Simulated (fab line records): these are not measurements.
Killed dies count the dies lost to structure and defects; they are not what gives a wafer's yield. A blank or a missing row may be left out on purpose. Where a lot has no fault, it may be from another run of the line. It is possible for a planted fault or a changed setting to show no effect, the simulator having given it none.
Which of the tools did it? ; flow sky130 ; 36 wafers from 12 lots sampled at 5 of the route's 708 steps

## WHAT EACH GAUGE READ, for each wafer
The record holds no reading of a measuring or inspecting step that can be judged against a usual standard deviation.

## EACH LOT AND THE TOOL THAT RAN IT (in order: tool; ch and the chambers of the sampled wafers; start)
lot;SKY_METAL2_SPUTTER_00;SKY_METAL3_SPUTTER_02;SKY_CAP2M_CVD_00;SKY_METAL5_SPUTTER_02;SKY_PAD_OPEN_PROBE_99
L163;pvd_sputter-03, day 34 02:13;pvd_sputter-01, day 36 11:11;pecvd-01 ch 0,1,2, day 39 20:24;pvd_sputter-04, day 43 02:56;-
L166;pvd_sputter-03, day 35 04:34;pvd_sputter-04, day 37 12:38;pecvd-04 ch 0,1,2, day 40 21:26;pvd_sputter-03, day 44 01:42;-
L167;pvd_sputter-03, day 35 15:47;pvd_sputter-04, day 37 23:30;pecvd-03 ch 1,2, day 41 07:25;pvd_sputter-02, day 44 11:02;-
L169;pvd_sputter-04, day 36 03:03;pvd_sputter-03, day 38 10:52;pecvd-03 ch 0,1,2, day 41 17:49;pvd_sputter-04, day 44 19:31;-
L170;pvd_sputter-03, day 36 09:51;pvd_sputter-04, day 38 16:37;pecvd-01 ch 0,2, day 41 23:49;pvd_sputter-03, day 45 02:29;-
L171;pvd_sputter-04, day 37 05:22;pvd_sputter-01, day 39 12:00;pecvd-03 ch 0,1,2, day 42 19:29;pvd_sputter-03, day 45 18:08;-
L173;pvd_sputter-04, day 37 07:32;pvd_sputter-03, day 39 14:42;pecvd-01 ch 0,1,2, day 42 22:14;pvd_sputter-03, day 45 21:17;-
L172;pvd_sputter-03, day 37 08:48;pvd_sputter-01, day 39 16:32;pecvd-03 ch 0,1, day 42 23:43;pvd_sputter-03, day 45 22:44;-
L174;pvd_sputter-04, day 37 11:15;pvd_sputter-01, day 39 18:17;pecvd-01 ch 0,1,2, day 43 01:04;pvd_sputter-02, day 46 00:05;-
L175;pvd_sputter-02, day 38 06:53;pvd_sputter-04, day 40 13:40;pecvd-04 ch 0,2, day 43 17:59;pvd_sputter-04, day 46 15:13;-
L177;pvd_sputter-04, day 38 14:11;pvd_sputter-01, day 40 20:59;pecvd-03 ch 0,1,2, day 44 01:25;pvd_sputter-03, day 46 22:55;-
L183;pvd_sputter-03, day 40 09:08;pvd_sputter-04, day 42 14:09;pecvd-04 ch 1,2, day 45 15:04;pvd_sputter-03, day 48 07:47;prober-02, day 50 16:03
- SKY_METAL2_SPUTTER_00: material Ti, target thk 15 nm, time 10 s.
- SKY_METAL3_SPUTTER_02: material AlCu, target thk 735 nm, time 39.1 s.
- SKY_CAP2M_CVD_00: deposits SiO2, target thk 15.5 nm.
- SKY_METAL5_SPUTTER_02: material AlCu, target thk 1150 nm, time 61.2 s.
- SKY_PAD_OPEN_PROBE_99

## WHAT THE TOOLS THEMSELVES READ (means of the sampled wafers that have a number; where no wafer has one, the mark that the record gives instead)
SKY_METAL2_SPUTTER_00.
lot;tool;throttle_valve_pct (%)
L163;pvd_sputter-03;30.2
L166;pvd_sputter-03;29.9
L167;pvd_sputter-03;30.3
L169;pvd_sputter-04;29.5
L170;pvd_sputter-03;30.9
L171;pvd_sputter-04;29.6
L173;pvd_sputter-04;29.8
L172;pvd_sputter-03;29.9
L174;pvd_sputter-04;29.8
L175;pvd_sputter-02;30.4
L177;pvd_sputter-04;30.1
L183;pvd_sputter-03;29.2

SKY_METAL3_SPUTTER_02.
lot;tool;throttle_valve_pct (%)
L163;pvd_sputter-01;29.9
L166;pvd_sputter-04;29.8
L167;pvd_sputter-04;29.9
L169;pvd_sputter-03;30.5
L170;pvd_sputter-04;29.5
L171;pvd_sputter-01;29.9
L173;pvd_sputter-03;30.1
L172;pvd_sputter-01;30.3
L174;pvd_sputter-01;30.2
L175;pvd_sputter-04;29.5
L177;pvd_sputter-01;29.9
L183;pvd_sputter-04;30.2

SKY_CAP2M_CVD_00.
lot;tool;heater_power_w (W);rf_fwd_power_W (W)
L163;pecvd-01;707;441.6
L166;pecvd-04;670;442.8
L167;pecvd-03;699;443.8
L169;pecvd-03;701;442.8
L170;pecvd-01;691;440.9
L171;pecvd-03;718;443.3
L173;pecvd-01;765;440.1
L172;pecvd-03;657;443.7
L174;pecvd-01;715;440.9
L175;pecvd-04;816;443.0
L177;pecvd-03;709;442.5
L183;pecvd-04;725;443.2

SKY_METAL5_SPUTTER_02.
lot;tool;throttle_valve_pct (%)
L163;pvd_sputter-04;29.9
L166;pvd_sputter-03;30.5
L167;pvd_sputter-02;29.3
L169;pvd_sputter-04;29.8
L170;pvd_sputter-03;30.2
L171;pvd_sputter-03;29.9
L173;pvd_sputter-03;30.3
L172;pvd_sputter-03;30.1
L174;pvd_sputter-02;30.1
L175;pvd_sputter-04;30.2
L177;pvd_sputter-03;29.9
L183;pvd_sputter-03;30.2

SKY_PAD_OPEN_PROBE_99.
lot;tool;defect_limited_yield (%);killed_at_M0_to_M3;killed_at_M4_up;killed_at_contacts;killed_at_front_end;killed_at_other;killed_dies;killed_open;killed_short;sort_bin_3_pad_short (%);sort_bin_5_function (%);sort_bin_6_memory (%);sort_n_pass;sort_yield_pct (%)
L183;prober-02;80.4;64;3.0;18;12;0.0;97;44;29;2.6;11.2;5.8;395;80.4

## THE ANSWER, worked out from the rows above alone
Rule: usual is defined by the lots themselves. Put in order of their means at a reading, lots are off if they are a third of the lots or fewer, leave a main group of 4 or more, and stand apart from it by a gap of 3 or more times the standard deviation of the main group's means; of several such gaps the widest counts. Not used: any main group whose means are identical at the precision the tables above print for the reading. A lot without any number at a reading at which 4 lots or more have one is off too. The other lots that the step has rows for count as sound. After the gauges, taken in route order, come the tools' own readings; for these a lot's mean is taken, as printed above. The first step at which some lot is off is used, and at that step the reading that is off furthest; a lot without a number counts as furthest.
Nothing can be told from this: no lot is off at any reading shown.

## WHAT HAD BEEN PUT IN BY THE SIMULATOR
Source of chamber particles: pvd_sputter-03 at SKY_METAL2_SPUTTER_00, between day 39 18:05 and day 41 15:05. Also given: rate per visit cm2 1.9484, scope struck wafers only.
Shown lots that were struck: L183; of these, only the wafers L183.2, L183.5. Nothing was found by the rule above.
